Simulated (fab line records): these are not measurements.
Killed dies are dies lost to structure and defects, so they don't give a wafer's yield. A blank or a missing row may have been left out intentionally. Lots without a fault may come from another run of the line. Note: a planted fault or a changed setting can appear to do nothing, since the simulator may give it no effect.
fab line records ; flow sky130 ; part 1 of 2: steps 1 to 28 of 39
[record] lots = 5; wafers = 15; last_day = 50
route steps=708 shown VIA4@647 METAL5@661 PASSIVATION@681
lots with no fault: from the same line, run without faults
start_h: start of the lot's first displayed wafer, in hours after the record's first day ; wait_h: how many hours have passed since the lot's step before this one ; " the same as in the row above ; L1.1+2: several wafers, shown together as one row ; - no value, or no start was given ; * or withheld: withheld ; < > ~ a bound
route shown NAME@n: NAME is a module with steps in the file, n the number in the route of the first one ; usual: mean/standard deviation of fault-free wafers ; same: alike in all rows ; chamber/n: place in a boat ; sites: readings site by site ; _std_site: standard deviation of those values ; _edge_site: outer sites' mean less inner sites' ; radius_mm: how far each site lies from the wafer's centre ; mask NAME#n: copy n ; behind: the tool/chamber that last shaped the wafer ; hold: why the lot was held/for how many hours/how that ended ; device: transistor that didn't switch, given as n, p or np ; end of line: at the end of the route, the tests of the same wafers ; for a step that has no rows: nothing shown but its recipe ; killed: count of dies lost to structure and defects at first sort (not the wafer's yield) ; map: a wafer's dies, marking killed ones x, the rest . and places with no die _
set.NAME: the setting the step ran with; set.NAME@STEP: the setting that earlier step ran with ; model.NAME: the simulator's own value behind a step, which no gauge read
lots at selected steps of the route; one table per step, one row per wafer
services: a tool's chamber out of use, with start hour (start_h, from the record's first day; less than 0 if before it), hours out, and reason
[[steps]]
[step SKY_VIA4_EXPOSE_08]
[recipe] mask_id = VIM4; na = 0.6; source_shape = conventional; sigma_outer = 0.6; polarization = unpolarized; target_cd_nm = 800; dose_mj = 132
[usual] exposure_dose_mJ_cm2 = 132.00/0.14
lot.wafer;tool;chamber;start_h;wait_h;mask;exposure_dose_mJ_cm2
L085.3;iline_stepper-01;0;-;-;VIM4#0;131.79
L085.4;iline_stepper-01;0;-;-;VIM4#0;131.60
L085.5;iline_stepper-01;0;-;-;VIM4#0;131.92
L092.1;iline_stepper-01;0;-;-;VIM4#0;132.00
L092.2;iline_stepper-01;0;-;-;VIM4#0;131.98
L092.4;iline_stepper-01;0;-;-;VIM4#0;132.07
L094.1;iline_stepper-01;0;-;-;VIM4#0;131.99
L094.2;iline_stepper-01;0;-;-;VIM4#0;132.04
L094.5;iline_stepper-01;0;-;-;VIM4#0;131.99
L096.3;iline_stepper-02;0;-;-;VIM4#0;132.00
L096.4;iline_stepper-02;0;-;-;VIM4#0;131.98
L096.6;iline_stepper-02;0;-;-;VIM4#0;131.99
L095.2;iline_stepper-02;0;-;-;VIM4#0;132.02
L095.3;iline_stepper-02;0;-;-;VIM4#0;132.07
L095.5;iline_stepper-02;0;-;-;VIM4#0;132.18
[step SKY_VIA4_PEB_09]
[recipe] temp_c = withheld; time_s = *; resist = NOVOLAK
lot.wafer;tool;chamber;start_h;wait_h
L085.3+4+5;litho_track-04;0;-;-
L092.1+2+4;litho_track-04;0;-;-
L094.1+2+5;litho_track-03;0;-;-
L096.3+4+6;litho_track-04;0;-;-
L095.2+3+5;litho_track-03;0;-;-
[step SKY_VIA4_DEVELOP_10]
[recipe] resist = NOVOLAK; developer = TMAH; develop_time_s = 60; dev_temp_c = 23
lot.wafer;tool;chamber;start_h;wait_h
L085.3+4+5;litho_track-04;0;1084.25;0.1
L092.1+2+4;litho_track-04;0;1126.75;0.1
L094.1+2+5;litho_track-03;0;1129.82;0.1
L096.3+4+6;litho_track-04;0;1140.05;0.1
L095.2+3+5;litho_track-03;0;1142.74;0.1
[step SKY_VIA4_OVL_MEAS_11]
[usual] VIA4_OVL = -0.3/1.3
lot.wafer;tool;chamber;start_h;wait_h;VIA4_OVL[nm]
L085.3;overlay-02;-;1084.36;0.1;-1.8
L085.4;overlay-02;-;1084.36;0.1;-0.3
L085.5;overlay-02;-;1084.36;0.1;-1.4
L092.1;overlay-01;-;1126.90;0.1;-0.3
L092.2;overlay-01;-;1126.90;0.1;-0.9
L092.4;overlay-01;-;1126.90;0.1;0.4
L094.1;overlay-01;-;1129.97;0.1;-1.6
L094.2;overlay-01;-;1129.97;0.1;0.4
L094.5;overlay-01;-;1129.97;0.1;1.1
L096.3;overlay-01;-;1140.16;0.1;0.0
L096.4;overlay-01;-;1140.16;0.1;1.6
L096.6;overlay-01;-;1140.16;0.1;-0.1
L095.2;overlay-01;-;1142.88;0.1;0.3
L095.3;overlay-01;-;1142.88;0.1;-0.6
L095.5;overlay-01;-;1142.88;0.1;-2.1
[step SKY_VIA4_ETCH_12]
[recipe] target = SiO2; chemistry = C4F8/O2/Ar; stop_on = TiN; mask_material = NOVOLAK; source_w = 1500; bias_w = 1200; pressure_mtorr = 40; c4f8_flow_sccm = withheld; O2_flow_sccm = 6; Ar_flow_sccm = 300; time_s = withheld; target_depth_a = 5800
[usual] oes_product_au = 0.926/0.0046
lot.wafer;tool;chamber;start_h;wait_h;oes_product_au
L085.3;rie_diel-02;2;1084.39;0.0;0.925
L085.4;rie_diel-02;3;1084.39;0.0;0.926
L085.5;rie_diel-02;3;1084.39;0.0;0.932
L092.1;rie_diel-04;1;1126.94;0.0;0.927
L092.2;rie_diel-04;2;1126.94;0.0;0.924
L092.4;rie_diel-04;3;1126.94;0.0;0.919
L094.1;rie_diel-02;1;1130.01;0.0;0.919
L094.2;rie_diel-02;0;1130.01;0.0;0.925
L094.5;rie_diel-02;2;1130.01;0.0;0.929
L096.3;rie_diel-02;2;1140.19;0.0;0.916
L096.4;rie_diel-02;0;1140.19;0.0;0.927
L096.6;rie_diel-02;3;1140.19;0.0;0.921
L095.2;rie_diel-04;3;1142.91;0.0;0.920
L095.3;rie_diel-04;0;1142.91;0.0;0.926
L095.5;rie_diel-04;0;1142.91;0.0;0.925
[step SKY_VIA4_STRIP_13]
[recipe] chemistry = O2/N2; power_w = 1400; pressure_mtorr = 1500; platen_temp_c = withheld; o2_flow_sccm = 3000; n2_flow_sccm = 300; overash_fraction = 0.5
[usual] drypump_motor_current_A = 5.5/0.6; oes_product_au = 0.710/0.0046; strip_time_to_endpoint_s = 12.806/0.026
lot.wafer;tool;chamber;start_h;wait_h;drypump_motor_current_A;oes_product_au;rf_hours_counter_h;strip_time_to_endpoint_s
L085.3;plasma_asher-02;0;1084.49;-;5.2;0.702;-;12.813
L085.4;plasma_asher-02;1;1084.49;-;5.0;0.701;-;12.759
L085.5;plasma_asher-02;1;1084.49;-;5.0;0.702;-;12.788
L092.1;plasma_asher-02;1;1127.01;-;5.0;0.712;31;12.826
L092.2;plasma_asher-02;0;1127.01;-;5.2;0.716;31;12.776
L092.4;plasma_asher-02;1;1127.01;-;5.0;0.712;-;12.770
L094.1;plasma_asher-02;0;1130.08;-;5.2;0.709;31;12.791
L094.2;plasma_asher-02;1;1130.08;-;5.0;0.712;31;12.836
L094.5;plasma_asher-02;1;1130.08;-;5.0;0.707;-;12.758
L096.3;plasma_asher-02;0;1140.29;-;5.2;0.710;-;12.766
L096.4;plasma_asher-02;1;1140.29;-;5.0;0.714;-;12.782
L096.6;plasma_asher-02;1;1140.29;-;4.9;0.712;-;12.749
L095.2;plasma_asher-02;0;1142.98;-;5.2;0.715;32;12.791
L095.3;plasma_asher-02;1;1142.98;-;5.0;0.718;-;12.786
L095.5;plasma_asher-02;0;1142.98;-;5.2;0.704;-;12.801
[step SKY_VIA4_STRIP_14]
[recipe] chemistry = post_etch_residue_remover; time_s = 1200; temp_c = 72.5
lot.wafer;tool;chamber;start_h;wait_h
L085.3+4+5;wet_bench-01;0;1084.56;0.0
L092.1+2+4;wet_bench-01;1;1127.11;0.1
L094.1+2+5;wet_bench-02;0;1130.18;0.1
L096.3+4+6;wet_bench-02;0;1140.36;0.0
L095.2+3+5;wet_bench-04;1;1143.08;0.1
[step SKY_VIA4_CLEAN_15]
[recipe] chemistry = IPA; time_s = 180; temp_c = 25
lot.wafer;tool;chamber;start_h;wait_h
L085.3+4+5;wet_bench-04;2;1084.90;0.0
L092.1+2+4;wet_bench-02;0;1127.45;0.0
L094.1+2+5;wet_bench-01;3;1130.52;0.0
L096.3+4+6;wet_bench-02;1;1140.70;0.0
L095.2+3+5;wet_bench-02;0;1143.42;0.0
[step SKY_VIA4_CLEAN_16]
[recipe] chemistry = O3/DIW; dry = n2_spin
lot.wafer;tool;chamber;start_h;wait_h
L085.3+4+5;wet_bench-01;1;1084.96;0.0
L092.1+2+4;wet_bench-04;1;1127.51;0.0
L094.1+2+5;wet_bench-04;3;1130.58;0.0
L096.3+4+6;wet_bench-02;3;1140.76;0.0
L095.2+3+5;wet_bench-01;3;1143.48;0.0
[step SKY_VIA4_SPUTTER_17]
[recipe] material = TiN; target_thk_nm = 20; chamber_pressure_pa = 5; power_w = 4000; time_s = 80
[usual] throttle_valve_pct = 30.5/0.81
lot.wafer;tool;chamber;start_h;wait_h;throttle_valve_pct
L085.3;pvd_sputter-02;-;1085.05;0.0;31.4
L085.4;pvd_sputter-02;-;1085.05;0.0;31.2
L085.5;pvd_sputter-02;-;1085.05;0.0;29.4
L092.1;pvd_sputter-02;-;1127.60;0.0;31.5
L092.2;pvd_sputter-02;-;1127.60;0.0;31.7
L092.4;pvd_sputter-02;-;1127.60;0.0;29.0
L094.1;pvd_sputter-01;-;1130.67;0.0;29.9
L094.2;pvd_sputter-01;-;1130.67;0.0;30.9
L094.5;pvd_sputter-01;-;1130.67;0.0;30.2
L096.3;pvd_sputter-01;-;1140.85;0.0;31.1
L096.4;pvd_sputter-01;-;1140.85;0.0;29.9
L096.6;pvd_sputter-01;-;1140.85;0.0;31.1
L095.2;pvd_sputter-02;-;1143.57;0.0;30.3
L095.3;pvd_sputter-02;-;1143.57;0.0;31.5
L095.5;pvd_sputter-02;-;1143.57;0.0;30.4
[step SKY_VIA4_CVD_18]
[recipe] material = W; target_thk_nm = 505; time_s = 152.14; temp_c = 400; pressure_torr = 40
[usual] heater_power_w = 923/100
lot.wafer;tool;chamber;start_h;wait_h;heater_power_w
L085.3;cvd_w-01;1;1085.16;0.1;979
L085.4;cvd_w-01;0;1085.16;0.1;743
L085.5;cvd_w-01;0;1085.16;0.1;779
L092.1;cvd_w-02;1;1127.66;0.0;952
L092.2;cvd_w-02;0;1127.66;0.0;997
L092.4;cvd_w-02;1;1127.66;0.0;925
L094.1;cvd_w-02;0;1130.74;0.0;1030
L094.2;cvd_w-02;1;1130.74;0.0;962
L094.5;cvd_w-02;0;1130.74;0.0;1030
L096.3;cvd_w-01;0;1141.02;0.1;751
L096.4;cvd_w-01;0;1141.02;0.1;753
L096.6;cvd_w-01;0;1141.02;0.1;759
L095.2;cvd_w-02;1;1143.63;0.0;930
L095.3;cvd_w-02;0;1143.63;0.0;1019
L095.5;cvd_w-02;0;1143.63;0.0;1011
[step SKY_VIA4_RS_MEAS_19]
[recipe] thk_meas_gauge = four-point-probe; reads = W_of_VIA4_CVD_18+TiN_of_VIA4_SPUTTER_17
[usual] VIA4_W_RS = 0.227/0.0043
lot.wafer;tool;chamber;start_h;wait_h;VIA4_W_RS[ohm/sq]
L085.3;film_metro-02;-;1085.31;0.1;0.231
L085.4;film_metro-02;-;1085.31;0.1;0.231
L085.5;film_metro-02;-;1085.31;0.1;0.232
L092.1;film_metro-03;-;1127.82;0.1;0.220
L092.2;film_metro-03;-;1127.82;0.1;0.228
L092.4;film_metro-03;-;1127.82;0.1;0.220
L094.1;film_metro-03;-;1130.89;0.1;0.231
L094.2;film_metro-03;-;1130.89;0.1;0.221
L094.5;film_metro-03;-;1130.89;0.1;0.229
L096.3;film_metro-03;-;1141.26;0.2;0.225
L096.4;film_metro-03;-;1141.26;0.2;0.228
L096.6;film_metro-03;-;1141.26;0.2;0.227
L095.2;film_metro-03;-;1143.80;0.1;0.219
L095.3;film_metro-03;-;1143.80;0.1;0.227
L095.5;film_metro-03;-;1143.80;0.1;0.229
[step SKY_VIA4_THK_MEAS_20]
[recipe] thk_meas_gauge = xrf; reads = W_of_VIA4_CVD_18
[usual] VIA4_W_THK = 512/11
lot.wafer;tool;chamber;start_h;wait_h;VIA4_W_THK[nm]
L085.3;film_metro-02;-;1085.41;0.1;499
L085.4;film_metro-02;-;1085.41;0.1;499
L085.5;film_metro-02;-;1085.41;0.1;496
L092.1;film_metro-03;-;1127.94;0.1;528
L092.2;film_metro-03;-;1127.94;0.1;508
L092.4;film_metro-03;-;1127.94;0.1;528
L094.1;film_metro-03;-;1131.01;0.1;504
L094.2;film_metro-03;-;1131.01;0.1;531
L094.5;film_metro-03;-;1131.01;0.1;508
L096.3;film_metro-03;-;1141.36;0.1;515
L096.4;film_metro-03;-;1141.36;0.1;514
L096.6;film_metro-03;-;1141.36;0.1;510
L095.2;film_metro-03;-;1143.91;0.1;532
L095.3;film_metro-03;-;1143.91;0.1;512
L095.5;film_metro-03;-;1143.91;0.1;510
[step SKY_VIA4_CMP_21]
[recipe] stop_on = SiO2; t_overpolish_s = 25; down_force_psi = 3.5; platen_rpm = 60; target_thk_nm = 0; pad_velocity_m_s = 0.94248
[usual] edge_zone_pressure_frac = 1.000/0.005; head_pressure_psi = 3.499/0.0083; motor_current_A = 11.2/0.6; overpolish_run_s = 25.000/0.0084; time_to_endpoint_s = 125/5.4
lot.wafer;tool;chamber;start_h;wait_h;edge_zone_pressure_frac;head_pressure_psi;motor_current_A;overpolish_run_s;time_to_endpoint_s
L085.3;cmp-01;3;1085.45;0.0;1.010;3.500;11.8;24.988;124
L085.4;cmp-01;0;1085.45;0.0;0.994;3.501;10.7;25.006;133
L085.5;cmp-01;3;1085.45;0.0;1.011;3.502;11.9;24.998;122
L092.1;cmp-01;3;1128.00;0.1;1.002;3.505;11.8;24.990;129
L092.4;cmp-01;0;1128.00;0.1;0.999;3.512;11.2;24.988;132
L092.2;cmp-01;2;1128.00;0.1;1.005;3.503;11.7;25.007;124
L094.1;cmp-02;2;1131.48;0.5;1.014;3.500;11.3;25.003;113
L094.2;cmp-02;1;1131.48;0.5;0.999;3.488;10.6;25.019;128
L094.5;cmp-02;2;1131.48;0.5;1.011;3.498;11.0;24.996;120
L096.4;cmp-02;0;1141.46;0.1;1.002;3.499;10.8;25.008;124
L096.3;cmp-02;3;1141.46;0.1;1.004;3.495;11.9;24.988;119
L096.6;cmp-02;1;1141.46;0.1;0.999;3.495;10.5;25.007;123
L095.3;cmp-02;2;1143.96;0.0;0.991;3.491;11.4;25.007;122
L095.2;cmp-02;0;1143.96;0.0;1.009;3.507;10.5;24.988;131
L095.5;cmp-02;2;1143.96;0.0;0.997;3.501;11.9;25.008;121
[step SKY_METAL5_SPUTTER_00]
[recipe] material = Ti; target_thk_nm = 15; power_w = 3000; time_s = 10; chamber_pressure_pa = 0.4
[usual] throttle_valve_pct = 30.1/1.1
lot.wafer;tool;chamber;start_h;wait_h;throttle_valve_pct
L085.3;pvd_sputter-03;-;1085.75;0.2;29.8
L085.4;pvd_sputter-03;-;1085.75;0.2;29.9
L085.5;pvd_sputter-03;-;1085.75;0.2;29.8
L092.1;pvd_sputter-01;-;1128.30;0.2;31.0
L092.2;pvd_sputter-01;-;1128.30;0.2;29.9
L092.4;pvd_sputter-01;-;1128.30;0.2;30.1
L094.1;pvd_sputter-04;-;1131.78;0.2;32.1
L094.2;pvd_sputter-04;-;1131.78;0.2;27.4
L094.5;pvd_sputter-04;-;1131.78;0.2;29.6
L096.3;pvd_sputter-03;-;1141.76;0.1;31.1
L096.4;pvd_sputter-03;-;1141.76;0.1;29.8
L096.6;pvd_sputter-03;-;1141.76;0.1;29.8
L095.2;pvd_sputter-04;-;1144.26;0.1;32.3
L095.3;pvd_sputter-04;-;1144.26;0.1;29.5
L095.5;pvd_sputter-04;-;1144.26;0.1;28.6
[step SKY_METAL5_SPUTTER_01]
[recipe] material = TiN; target_thk_nm = 20; power_w = 6500; time_s = 16.7; chamber_pressure_pa = 0.4
[usual] throttle_valve_pct = 30.1/1.1
lot.wafer;tool;chamber;start_h;wait_h;throttle_valve_pct
L085.3;pvd_sputter-03;-;1085.77;0.0;29.7
L085.4;pvd_sputter-03;-;1085.77;0.0;29.5
L085.5;pvd_sputter-03;-;1085.77;0.0;30.0
L092.1;pvd_sputter-01;-;1128.32;0.0;31.1
L092.2;pvd_sputter-01;-;1128.32;0.0;29.7
L092.4;pvd_sputter-01;-;1128.32;0.0;30.1
L094.1;pvd_sputter-04;-;1131.81;0.0;32.2
L094.2;pvd_sputter-04;-;1131.81;0.0;27.3
L094.5;pvd_sputter-04;-;1131.81;0.0;29.3
L096.3;pvd_sputter-03;-;1141.78;0.0;31.0
L096.4;pvd_sputter-03;-;1141.78;0.0;29.7
L096.6;pvd_sputter-03;-;1141.78;0.0;29.8
L095.2;pvd_sputter-04;-;1144.29;0.0;32.2
L095.3;pvd_sputter-04;-;1144.29;0.0;29.4
L095.5;pvd_sputter-04;-;1144.29;0.0;28.8
[step SKY_METAL5_SPUTTER_02]
[recipe] material = AlCu; target_thk_nm = 1150; power_w = 10600; time_s = 61.2; chamber_pressure_pa = 0.4
[usual] throttle_valve_pct = 30.1/1.1
lot.wafer;tool;chamber;start_h;wait_h;throttle_valve_pct
L085.3;pvd_sputter-03;-;1085.79;0.0;29.7
L085.4;pvd_sputter-03;-;1085.79;0.0;29.6
L085.5;pvd_sputter-03;-;1085.79;0.0;29.5
L092.1;pvd_sputter-01;-;1128.35;0.0;31.0
L092.2;pvd_sputter-01;-;1128.35;0.0;29.8
L092.4;pvd_sputter-01;-;1128.35;0.0;30.2
L094.1;pvd_sputter-04;-;1131.83;0.0;32.3
L094.2;pvd_sputter-04;-;1131.83;0.0;27.4
L094.5;pvd_sputter-04;-;1131.83;0.0;29.3
L096.3;pvd_sputter-03;-;1141.80;0.0;31.1
L096.4;pvd_sputter-03;-;1141.80;0.0;29.7
L096.6;pvd_sputter-03;-;1141.80;0.0;29.8
L095.2;pvd_sputter-04;-;1144.31;0.0;32.3
L095.3;pvd_sputter-04;-;1144.31;0.0;29.3
L095.5;pvd_sputter-04;-;1144.31;0.0;29.1
[step SKY_METAL5_SPUTTER_03]
[recipe] material = Ti; target_thk_nm = 5; power_w = 3000; time_s = 3.3; chamber_pressure_pa = 0.4
[usual] throttle_valve_pct = 30.1/1.1
lot.wafer;tool;chamber;start_h;wait_h;throttle_valve_pct
L085.3;pvd_sputter-03;-;1085.84;0.0;29.7
L085.4;pvd_sputter-03;-;1085.84;0.0;29.8
L085.5;pvd_sputter-03;-;1085.84;0.0;30.3
L092.1;pvd_sputter-01;-;1128.41;0.0;30.9
L092.2;pvd_sputter-01;-;1128.41;0.0;29.8
L092.4;pvd_sputter-01;-;1128.41;0.0;30.2
L094.1;pvd_sputter-04;-;1131.88;0.0;32.3
L094.2;pvd_sputter-04;-;1131.88;0.0;27.4
L094.5;pvd_sputter-04;-;1131.88;0.0;29.3
L096.3;pvd_sputter-03;-;1141.85;0.0;31.1
L096.4;pvd_sputter-03;-;1141.85;0.0;29.8
L096.6;pvd_sputter-03;-;1141.85;0.0;29.8
L095.2;pvd_sputter-04;-;1144.36;0.0;32.5
L095.3;pvd_sputter-04;-;1144.36;0.0;29.6
L095.5;pvd_sputter-04;-;1144.36;0.0;29.1
[step SKY_METAL5_SPUTTER_04]
[recipe] material = TiN; target_thk_nm = 70; power_w = 6500; time_s = 58.3; chamber_pressure_pa = 0.4
[usual] throttle_valve_pct = 30.1/1.2
lot.wafer;tool;chamber;start_h;wait_h;throttle_valve_pct
L085.3;pvd_sputter-03;-;1085.86;0.0;29.8
L085.4;pvd_sputter-03;-;1085.86;0.0;29.5
L085.5;pvd_sputter-03;-;1085.86;0.0;29.9
L092.1;pvd_sputter-01;-;1128.43;0.0;31.0
L092.2;pvd_sputter-01;-;1128.43;0.0;29.7
L092.4;pvd_sputter-01;-;1128.43;0.0;30.2
L094.1;pvd_sputter-04;-;1131.90;0.0;32.4
L094.2;pvd_sputter-04;-;1131.90;0.0;27.3
L094.5;pvd_sputter-04;-;1131.90;0.0;29.2
L096.3;pvd_sputter-03;-;1141.87;0.0;31.2
L096.4;pvd_sputter-03;-;1141.87;0.0;29.8
L096.6;pvd_sputter-03;-;1141.87;0.0;29.9
L095.2;pvd_sputter-04;-;1144.38;0.0;32.3
L095.3;pvd_sputter-04;-;1144.38;0.0;29.2
L095.5;pvd_sputter-04;-;1144.38;0.0;28.8
[step SKY_METAL5_RS_MEAS_05]
[recipe] thk_meas_gauge = four-point-probe; reads = TiN_of_METAL5_SPUTTER_04+Ti_of_METAL5_SPUTTER_03+AlCu_of_METAL5_SPUTTER_02+TiN_of_METAL5_SPUTTER_01+Ti_of_METAL5_SPUTTER_00
[usual] METAL5_ALCU_RS = 0.0271/0.00028
lot.wafer;tool;chamber;start_h;wait_h;METAL5_ALCU_RS[ohm/sq]
L085.3;film_metro-01;-;1085.96;0.1;0.02669
L085.4;film_metro-01;-;1085.96;0.1;0.02713
L085.5;film_metro-01;-;1085.96;0.1;0.02701
L092.1;film_metro-01;-;1128.48;0.0;0.02697
L092.2;film_metro-01;-;1128.48;0.0;0.02647
L092.4;film_metro-01;-;1128.48;0.0;0.02706
L094.1;film_metro-03;-;1131.95;0.0;0.02677
L094.2;film_metro-03;-;1131.95;0.0;0.0268
L094.5;film_metro-03;-;1131.95;0.0;0.02729
L096.3;film_metro-03;-;1141.96;0.1;0.02723
L096.4;film_metro-03;-;1141.96;0.1;0.02695
L096.6;film_metro-03;-;1141.96;0.1;0.02713
L095.2;film_metro-04;-;1144.45;0.0;0.0267
L095.3;film_metro-04;-;1144.45;0.0;0.02705
L095.5;film_metro-04;-;1144.45;0.0;0.02713
[step SKY_METAL5_THK_MEAS_06]
[recipe] thk_meas_gauge = xrf; reads = AlCu_of_METAL5_SPUTTER_02
[usual] METAL5_ALCU_THK = 1134/13
lot.wafer;tool;chamber;start_h;wait_h;METAL5_ALCU_THK[nm]
L085.3;film_metro-01;-;1086.06;0.1;1132
L085.4;film_metro-01;-;1086.06;0.1;1117
L085.5;film_metro-01;-;1086.06;0.1;1126
L092.1;film_metro-01;-;1128.60;0.1;1135
L092.2;film_metro-01;-;1128.60;0.1;1160
L092.4;film_metro-01;-;1128.60;0.1;1134
L094.1;film_metro-03;-;1132.07;0.1;1155
L094.2;film_metro-03;-;1132.07;0.1;1141
L094.5;film_metro-03;-;1132.07;0.1;1126
L096.3;film_metro-03;-;1142.06;0.1;1122
L096.4;film_metro-03;-;1142.06;0.1;1133
L096.6;film_metro-03;-;1142.06;0.1;1124
L095.2;film_metro-04;-;1144.56;0.1;1160
L095.3;film_metro-04;-;1144.56;0.1;1137
L095.5;film_metro-04;-;1144.56;0.1;1130
[step SKY_METAL5_DEHYDRATE_07]
[recipe] temp_c = 200; time_s = 60
lot.wafer;tool;chamber;start_h;wait_h
L085.3+4+5;litho_track-02;0;1096.19;10.1
L092.1+2+4;litho_track-03;0;1137.62;9.0
L094.1+2+5;litho_track-03;0;1141.32;9.2
L096.3+4+6;litho_track-04;0;1150.30;8.2
L095.2+3+5;litho_track-02;0;1152.72;8.2
[step SKY_METAL5_HMDS_08]
[recipe] prime_time_s = 60; prime_temp_c = 120
lot.wafer;tool;chamber;start_h;wait_h
L085.3+4+5;litho_track-02;0;1096.34;0.1
L092.1+2+4;litho_track-03;0;1137.77;0.1
L094.1+2+5;litho_track-03;0;1141.47;0.1
L096.3+4+6;litho_track-04;0;1150.45;0.1
L095.2+3+5;litho_track-02;0;1152.87;0.1
[step SKY_METAL5_COAT_09]
[recipe] resist = NOVOLAK; spin_rpm = 3000; resist_thk_nm = 1800
lot.wafer;tool;chamber;start_h;wait_h
L085.3+4+5;litho_track-02;0;1096.49;0.1
L092.1+2+4;litho_track-03;0;1137.92;0.1
L094.1+2+5;litho_track-03;0;1141.62;0.1
L096.3+4+6;litho_track-04;0;1150.60;0.1
L095.2+3+5;litho_track-02;0;1153.02;0.1
[step SKY_METAL5_SOFTBAKE_10]
[recipe] temp_c = 90; time_s = 60; resist = NOVOLAK
lot.wafer;tool;chamber;start_h;wait_h
L085.3+4+5;litho_track-02;0;1096.64;0.1
L092.1+2+4;litho_track-03;0;1138.07;0.1
L094.1+2+5;litho_track-03;0;1141.77;0.1
L096.3+4+6;litho_track-04;0;1150.75;0.1
L095.2+3+5;litho_track-02;0;1153.17;0.1
[step SKY_METAL5_EXPOSE_11]
[recipe] mask_id = MM5; na = 0.6; source_shape = conventional; sigma_outer = 0.6; polarization = unpolarized; target_cd_nm = 1600; dose_mj = 190
[usual] exposure_dose_mJ_cm2 = 190.03/0.2
lot.wafer;tool;chamber;start_h;wait_h;mask;exposure_dose_mJ_cm2
L085.3;iline_stepper-01;0;-;-;MM5#0;189.75
L085.4;iline_stepper-01;0;-;-;MM5#0;189.87
L085.5;iline_stepper-01;0;-;-;MM5#0;189.69
L092.1;iline_stepper-01;0;-;-;MM5#0;190.03
L092.2;iline_stepper-01;0;-;-;MM5#0;189.85
L092.4;iline_stepper-01;0;-;-;MM5#0;190.12
L094.1;iline_stepper-01;0;-;-;MM5#0;189.91
L094.2;iline_stepper-01;0;-;-;MM5#0;190.01
L094.5;iline_stepper-01;0;-;-;MM5#0;189.98
L096.3;iline_stepper-02;0;-;-;MM5#0;189.82
L096.4;iline_stepper-02;0;-;-;MM5#0;190.06
L096.6;iline_stepper-02;0;-;-;MM5#0;190.22
L095.2;iline_stepper-02;0;-;-;MM5#0;189.88
L095.3;iline_stepper-02;0;-;-;MM5#0;189.88
L095.5;iline_stepper-02;0;-;-;MM5#0;189.87
[step SKY_METAL5_PEB_12]
[recipe] temp_c = withheld; time_s = *; resist = NOVOLAK
lot.wafer;tool;chamber;start_h;wait_h
L085.3+4+5;litho_track-04;0;-;-
L092.1+2+4;litho_track-04;0;-;-
L094.1+2+5;litho_track-02;0;-;-
L096.3+4+6;litho_track-03;0;-;-
L095.2+3+5;litho_track-02;0;-;-
[step SKY_METAL5_DEVELOP_13]
[recipe] resist = NOVOLAK; developer = TMAH; develop_time_s = 60; dev_temp_c = 23
lot.wafer;tool;chamber;start_h;wait_h
L085.3+4+5;litho_track-04;0;1106.65;0.1
L092.1+2+4;litho_track-04;0;1147.40;0.1
L094.1+2+5;litho_track-02;0;1150.84;0.1
L096.3+4+6;litho_track-03;0;1160.22;0.1
L095.2+3+5;litho_track-02;0;1162.47;0.1
